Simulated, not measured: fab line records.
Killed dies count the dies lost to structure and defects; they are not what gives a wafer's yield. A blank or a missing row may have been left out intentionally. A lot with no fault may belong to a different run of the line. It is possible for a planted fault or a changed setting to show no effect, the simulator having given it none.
What tool caused it? || flow sky130 || 33 wafers sampled from 11 lots at 1 step of a route of 708

WHAT EACH GAUGE READ, for each wafer
SKY_LDD_LDN_OVL_MEAS_07.
{"lot": "L351", "measured": "day 22 17:41", "on": "overlay-02", "LDD_LDN_OVL (nm)": "0.5 2.8 0.3"}
{"lot": "L352", "measured": "day 23 02:46", "on": "overlay-01", "LDD_LDN_OVL (nm)": "-1.0 0.3 -0.2"}
{"lot": "L353", "measured": "day 23 15:01", "on": "overlay-02", "LDD_LDN_OVL (nm)": "1.6 -0.5 -0.3"}
{"lot": "L355", "measured": "day 24 15:43", "on": "overlay-01", "LDD_LDN_OVL (nm)": "-1.2 -1.0 -1.5"}
{"lot": "L358", "measured": "day 25 10:05", "on": "overlay-01", "LDD_LDN_OVL (nm)": "-0.5 1.0 0.2"}
{"lot": "L359", "measured": "day 25 20:58", "on": "overlay-01", "LDD_LDN_OVL (nm)": "1.6 1.8 -0.4"}
{"lot": "L361", "measured": "day 26 10:22", "on": "overlay-02", "LDD_LDN_OVL (nm)": "0.7 -0.3 -1.3"}
{"lot": "L370", "measured": "day 30 00:42", "on": "overlay-02", "LDD_LDN_OVL (nm)": "-2.9 -1.4 -3.6"}
{"lot": "L371", "measured": "day 30 01:55", "on": "overlay-01", "LDD_LDN_OVL (nm)": "-1.9 -0.4 0.3"}
{"lot": "L373", "measured": "day 30 15:47", "on": "overlay-01", "LDD_LDN_OVL (nm)": "-1.8 -2.5 -2.5"}
{"lot": "L374", "measured": "day 30 18:31", "on": "overlay-02", "LDD_LDN_OVL (nm)": "3.2 3.5 3.6"}

EACH LOT AND THE TOOL THAT RAN IT (in order: tool; ch and the chambers of the sampled wafers; start)
There is no process step in the record ahead of these readings.

WHAT THE TOOLS THEMSELVES READ (means of the sampled wafers that have a number; where no wafer has one, the mark that the record gives instead)
The record holds no such reading with a usual standard deviation.

THE ANSWER, worked out from the rows above alone
Rule: the lots themselves supply what counts as usual. Put in order of their means at a reading, lots are off if they are a third of the lots or fewer, leave a main group of 4 or more, and stand apart from it by a gap of 3 or more times the standard deviation of the main group's means; of several such gaps the widest counts. Not used: any main group whose means are identical at the precision the tables above print for the reading. Also off: a lot with no number at a reading for which 4 or more lots have one. Where the step has rows for the other lots, those lots are counted as sound. The gauges are gone through in route order, then the tools' own readings, and for those a lot's mean is taken as printed above. The first step at which some lot is off is used, and at that step the reading that is off furthest; a lot without a number counts as furthest.
Across all readings shown, no lot is off: no conclusion can be drawn from this.

WHAT THE SIMULATOR PUT IN
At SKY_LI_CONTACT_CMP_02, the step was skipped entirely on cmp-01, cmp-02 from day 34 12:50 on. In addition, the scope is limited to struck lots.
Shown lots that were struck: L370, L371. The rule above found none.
